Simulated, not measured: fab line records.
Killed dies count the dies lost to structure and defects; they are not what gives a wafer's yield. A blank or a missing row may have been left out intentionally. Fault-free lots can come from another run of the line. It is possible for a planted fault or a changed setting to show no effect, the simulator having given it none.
Problem report in the 8D (eight disciplines) form, filled by code | flow sky130 | the parts of the form that need people (team, actions taken, sign-off) are left out

== 1. WHAT WENT WRONG ==
Across 6 wafers from 2 lots, POLY_GATE_TW at SKY_RES_PROTECT_TW_MEAS_08 averages 30, while fault-free wafers read 4034 with a standard deviation of 18. So: -99 or more standard deviations from the usual mean.
Seen first at day 18 07:09 on film metro-02, wafer L107.1. The record has a number at this step for 42 wafers belonging to 14 lots. By rule, "out" or "out of limits" means more than 4 standard deviations away from the usual mean. The other wafers with a number count as sound.

== 2. WHAT THIS IS AND IS NOT ==
question                    | is                           | is not
which readings at this step | POLY_GATE_TW                 | -
which lots                  | L107, L113                   | L101, L103, L108, L112, L114, L116, L117, L119, L120, L122, L123, L124
which wafers of those lots  | all that have a number       | -
read on which gauges        | film metro-01, film metro-02 | film metro-04
when                        | from day 18 07:09            | up to then (9 sound wafers); but 27 sound wafers of L112, L114, L116, L117, L119, L120, L122, L123, L124 came after

== 3. THE SUSPECTS, EACH WITH WHAT RULES IT OUT ==
Counting: any tool at a process step up to the reading is kept as a suspect provided that every lot that is out went through it and no sound lot did after the first of them.
- the gauge at SKY_RES_PROTECT_TW_MEAS_08 has been ruled out. 2 gauges (film metro-01, film metro-02) read the wafers that are out.
- litho track-02 at SKY_RES_PROTECT_DEVELOP_06 (develop time 60 s): ruled out as a lasting fault. The sound lots L119, L117 went through it after L107, its earliest lot that is out (day 18 06:45).
Left after counting: nothing in the record.

== 4. THE CAUSE (what the simulator had put in) ==
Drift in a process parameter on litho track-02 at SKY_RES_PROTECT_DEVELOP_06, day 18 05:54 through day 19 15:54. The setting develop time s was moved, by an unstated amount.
The count ruled it out by mistake, since the rule takes a fault to strike every lot its tool runs from the start of the fault on, and this one did not do so.

== 5. THE EFFECT CHAIN, in route order ==
Rows list readings where the struck wafers' mean (over those with a number) sits beyond 3 standard deviations from the usual. Readings are gone through only where the record gives a usual standard deviation; hours: the median, over the lots, of the time from a lot's start at the first step in this table giving one to that lot's start at this step; sigmas: the change measured in usual standard deviations.
hours | step                       | reading      | usual | on struck wafers | change | sigmas
0     | SKY_RES_PROTECT_TW_MEAS_08 | POLY_GATE_TW | 4034  | 30               | -4004  | -99 or more
Later steps that measure or inspect, where all struck wafers having a row at the step show a number for every such reading and not one has moved that far: SKY_LI_CONTACT_RS_MEAS_22, SKY_LOCAL_INTERCONNECT_RS_MEAS_01, SKY_LOCAL_INTERCONNECT_OVL_MEAS_12.

== 6. HOW IT WOULD HAVE BEEN CAUGHT EARLIER ==
In this record the first reading out of limits at a measuring or inspecting step was taken at day 18 07:09, 1 hour after the fault began at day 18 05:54.
